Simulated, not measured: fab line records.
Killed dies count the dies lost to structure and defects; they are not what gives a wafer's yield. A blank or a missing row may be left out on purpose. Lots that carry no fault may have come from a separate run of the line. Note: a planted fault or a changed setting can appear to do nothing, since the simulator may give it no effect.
The tool behind it: which one? -- flow gf180mcu -- 14 lots with 42 wafers sampled at 4 steps, on a route of 602 steps

== WHAT THE GAUGES READ, wafer by wafer ==
GF_HV_LDD_TW_MEAS_11. Usual: HV_LDD_TW 2389, standard deviation 9.9.
lot,measured,on,HV_LDD_TW,flag
L343,day 10 01:22,film metro-04,2395 2393 2396,
L344,day 10 04:51,film metro-04,2391 2374 2386,
L345,day 10 12:40,film metro-01,2383 2370 2383,
L346,day 11 00:50,film metro-04,2387 2379 2382,
L347,day 11 06:02,film metro-04,2379 2374 2389,
L348,day 11 12:58,film metro-02,2396 2403 2398,
L352,day 12 18:54,film metro-04,2404 2393 2405,
L359,day 15 00:06,film metro-01,2373 2379 2385,
L360,day 15 05:44,film metro-02,2402 2389 2397,
L361,day 15 08:04,film metro-02,2404 2402 2386,
L362,day 15 18:36,film metro-01,2379 2390 2384,
L363,day 16 10:21,film metro-02,2390 2398 2400,
L364,day 16 11:40,film metro-04,2391 2386 2394,
L365,day 16 18:25,film metro-02,2400 2409 2412,

GF_HV_LDD_CD_MEAS_31: target cd 400 nm. Usual: 396.6 nm for cd nm, sd 2.7.
lot,measured,on,cd nm (nm),flag
L343,day 11 13:24,cd sem-01,394.3 393.2 394.8,
L344,day 11 17:38,cd sem-01,395.0 396.4 396.5,
L345,day 12 01:52,cd sem-01,399.9 399.4 399.7,
L346,day 12 15:14,cd sem-02,393.3 393.2 393.5,
L347,day 12 20:05,cd sem-02,396.8 398.2 396.8,
L348,day 13 03:01,cd sem-02,396.0 395.6 398.1,
L352,day 14 12:11,cd sem-01,397.6 396.3 398.6,
L359,day 16 20:33,cd sem-01,400.0 399.7 399.9,
L360,day 17 01:47,cd sem-02,399.6 396.9 398.8,
L361,day 17 04:56,cd sem-01,398.5 398.3 399.8,
L362,day 17 15:17,cd sem-02,394.6 393.5 391.2,
L363,day 18 08:19,cd sem-01,393.7 392.7 394.3,
L364,day 18 09:36,cd sem-01,396.4 395.7 395.9,
L365,day 18 16:58,cd sem-01,391.0 390.8 393.2,

GF_HV_LDD_OVL_MEAS_32. Usual: HV_LDD_02_OVL 0.3 nm, standard deviation 1.6.
lot,measured,on,HV_LDD_02_OVL (nm),flag
L343,day 11 13:31,overlay-02,-0.6 -0.3 -0.1,
L344,day 11 17:44,overlay-01,3.1 3.3 2.7,
L345,day 12 01:58,overlay-02,4.1 2.0 2.1,
L346,day 12 15:21,overlay-02,-0.7 -1.3 -3.3,
L347,day 12 20:12,overlay-01,0.9 1.5 2.4,
L348,day 13 03:07,overlay-02,-1.1 -0.6 -1.4,
L352,day 14 12:18,overlay-01,-1.3 -0.3 -1.2,
L359,day 16 20:40,overlay-01,0.9 -0.1 1.2,
L360,day 17 01:54,overlay-01,1.4 -0.9 1.3,
L361,day 17 05:02,overlay-02,-0.4 1.3 1.2,
L362,day 17 15:24,overlay-02,1.9 0.8 2.3,
L363,day 18 08:25,overlay-01,2.4 1.9 1.1,
L364,day 18 09:43,overlay-01,-1.5 -1.4 -0.8,
L365,day 18 17:04,overlay-01,0.7 2.3 0.3,

== EACH LOT AND THE TOOL THAT RAN IT (in order: tool; ch and the chambers of the sampled wafers; start) ==
lot,GF_HV_LDD_IMPLANT_21
L343,"implanter-04 ch 0, day 10 19:17"
L344,"implanter-01 ch 0, day 10 22:51"
L345,"implanter-04 ch 0, day 11 07:16"
L346,"implanter-03 ch 0, day 11 19:38"
L347,"implanter-04 ch 0, day 12 00:39"
L348,"implanter-04 ch 0, day 12 07:07"
L352,"implanter-04 ch 0, day 13 15:09"
L359,"implanter-03 ch 0, day 15 21:36"
L360,"implanter-01 ch 0, day 16 03:15"
L361,"implanter-03 ch 0, day 16 06:24"
L362,"implanter-03 ch 0, day 16 16:42"
L363,"implanter-03 ch 0, day 17 09:28"
L364,"implanter-03 ch 0, day 17 10:23"
L365,"implanter-04 ch 0, day 17 17:46"
- GF_HV_LDD_IMPLANT_21

== WHAT THE TOOLS THEMSELVES READ (means of the sampled wafers that have a number; where no wafer has one, the mark that the record gives instead) ==
GF_HV_LDD_IMPLANT_21. Usual: beam energy keV 24.999, standard deviation 0.0087; beam on s 10.01 s, standard deviation 0.17; end station pressure torr 5.2e-06 Torr, standard deviation 3.1e-07.
lot,tool,beam energy keV,beam on s (s),end station pressure torr (Torr),flag
L343,implanter-04,25.004,9.99,5.3e-06,
L344,implanter-01,25.006,9.96,5.5e-06,
L345,implanter-04,25.002,10.01,5.5e-06,
L346,implanter-03,24.997,10.16,5.1e-06,
L347,implanter-04,24.999,10.28,4.9e-06,
L348,implanter-04,25.679,9.99,5.1e-06,OFF
L352,implanter-04,25.691,10.20,5.3e-06,OFF
L359,implanter-03,25.002,9.96,5.4e-06,
L360,implanter-01,25.003,9.96,5.4e-06,
L361,implanter-03,25.005,10.02,5.2e-06,
L362,implanter-03,25.014,10.05,5.4e-06,
L363,implanter-03,24.998,9.89,5.2e-06,
L364,implanter-03,24.999,9.93,5.4e-06,
L365,implanter-04,25.003,9.77,5.3e-06,

== THE ANSWER, worked out from the rows above alone ==
Rule: a lot counts as off when the mean over its wafers that have a number is more than 3 standard deviations away from the usual mean. Also off: a lot with no number at a reading for which 4 or more lots have one. All remaining lots with rows at the step are treated as sound. Order of review: gauges by route order, followed by the tools' own readings, for which a lot's mean as printed above is used. At the first step where some lot is off, the reading lying furthest off is the one used; lots without a number count as furthest.
Off at GF_HV_LDD_IMPLANT_21 (beam energy keV): L348, L352.
If a tool, at that step or one of the process steps before it, ran each lot that is off and ran no sound lot following the first of them, it fits. Of those tried, none fits.

== WHAT WAS PUT IN BY THE SIMULATOR ==
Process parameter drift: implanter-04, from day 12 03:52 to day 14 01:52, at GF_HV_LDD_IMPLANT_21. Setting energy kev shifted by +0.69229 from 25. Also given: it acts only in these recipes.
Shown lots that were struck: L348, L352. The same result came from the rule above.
